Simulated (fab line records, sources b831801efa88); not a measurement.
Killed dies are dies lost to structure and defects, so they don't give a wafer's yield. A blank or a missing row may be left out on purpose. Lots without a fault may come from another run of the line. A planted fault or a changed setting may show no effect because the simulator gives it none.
Chamber matching | flow gf180mcu | GF_V2_CMP_26 on cmp-01: 4 sister chambers
The step polishes, stops on SiO2, t overpolish 15 s, target thk 0 nm. 7 wafers are shown with their chamber, then 8 later ones without.

WAFERS WITH THEIR CHAMBER
wafer  | chamber | motor_current_A (A) | time_to_endpoint_s (s)
L745.5 | 2       | 10.7                | 85
L754.3 | 3       | 13.1                | 83
L754.5 | 0       | 10.8                | 86
L756.1 | 1       | 11.1                | 78
L756.5 | 3       | 13.4                | 87
L756.6 | 0       | 11.2                | 86
L758.2 | 1       | 10.7                | 83

WAFERS WITHOUT THEIR CHAMBER
wafer  | motor_current_A (A) | time_to_endpoint_s (s)
L758.4 | 11.2                | 87
L758.5 | 13.2                | 89
L765.1 | 13.5                | 87
L765.3 | 10.8                | 88
L765.6 | 10.7                | 81
L767.1 | 13.5                | 91
L767.3 | 11.0                | 81
L767.5 | 10.9                | 85

WHICH CHAMBER EACH WENT THROUGH
wafer  | from the rows above          | in truth
L758.4 | can't be placed: 0 or 2 or 1 | 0
L758.5 | 3                            | 3
L765.1 | 3                            | 3
L765.3 | can't be placed: 0 or 2 or 1 | 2
L765.6 | can't be placed: 1 or 2 or 0 | 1
L767.1 | 3                            | 3
L767.3 | can't be placed: 1 or 0 or 2 | 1
L767.5 | can't be placed: 0 or 2 or 1 | 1
Placed correctly: 3 of 8. Can't be placed from these rows: 5 (the true chamber is among the candidates in 5). Placed wrongly: 0.
How it was worked out, from the rows above alone: a wafer's distance from a chamber is the root of the sum, over the readings, of the square of ((its reading less the chamber's mean) divided by the reading's scatter). The wafer belongs to the nearest chamber; if the next one is less than 2 further off, it can't be placed. A chamber's mean is the mean of its shown wafers. The scatter: the root of (the sum of the squares of (reading less its chamber's mean) over the shown wafers, divided by (wafers less chambers)).
